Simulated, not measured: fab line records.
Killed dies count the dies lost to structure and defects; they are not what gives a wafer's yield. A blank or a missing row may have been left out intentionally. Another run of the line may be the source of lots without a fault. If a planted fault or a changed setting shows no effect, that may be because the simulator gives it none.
Which tool did it?    flow gf180mcu    6 lots, 18 wafers sampled, at 2 steps of a route of 602

WHAT THE GAUGES SHOWED, per wafer
GF_HV_LDD_TW_MEAS_11.
lot   measured      on             HV_LDD_TW
L568  day 10 16:40  film_metro-01  2408 2388 2394
L572  day 11 19:37  film_metro-04  2400 2380 2406
L575  day 12 13:43  film_metro-02  2400 2406 2399
L583  day 15 12:40  film_metro-02  2445 2452 2442 2443 2445 2431
L585  day 16 01:25  film_metro-02  2407 2400 2400
L588  day 16 23:13  film_metro-01  2399 2388 2376

WHICH TOOL RAN EACH LOT (tool, then ch and the chambers of the sampled wafers, then the start)
lot   GF_HV_LDD_IMPLANT_09
L568  implanter-03 ch 0, day 10 16:23
L572  implanter-01 ch 0, day 11 19:24
L575  implanter-02 ch 0, day 12 13:28
L583  implanter-02 ch 0, day 15 12:25
L585  implanter-01 ch 0, day 16 01:10
L588  implanter-03 ch 0, day 16 22:58
- GF_HV_LDD_IMPLANT_09

THE ANSWER, worked out from the rows above alone
Rule: the usual values come from the lots themselves. The widest of any qualifying gaps counts: lots, ordered by their means at a reading, are off when they make up no more than a third of the lots, leave a main group of 4 or more, and stand apart from it by 3 or more times the standard deviation of that group's means. A main group is skipped when, at the precision printed for the reading in the tables above, its means are all equal. A lot without any number at a reading at which 4 lots or more have one is off too. All remaining lots with rows at the step are treated as sound.
Off: L583, seen at GF_HV_LDD_TW_MEAS_11 (HV_LDD_TW). Main group: mean 2397, sd 5.3.
A tool fits if, at a process step before that reading, it ran every lot that is off, and no sound lot after the first of them. The gauges at GF_HV_LDD_TW_MEAS_11 are tried like those tools. One fits: implanter-02 at GF_HV_LDD_IMPLANT_09. A fault onset in the window from L575 (day 12 13:28, its last sound lot) to L583 (day 15 12:25, its first lot off) fits.

WHAT WAS PUT IN BY THE SIMULATOR
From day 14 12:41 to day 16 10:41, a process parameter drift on implanter-02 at GF_HV_LDD_IMPLANT_09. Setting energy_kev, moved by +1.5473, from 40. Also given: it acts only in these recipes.
Lots struck among those shown: L583. The rule above found the same.
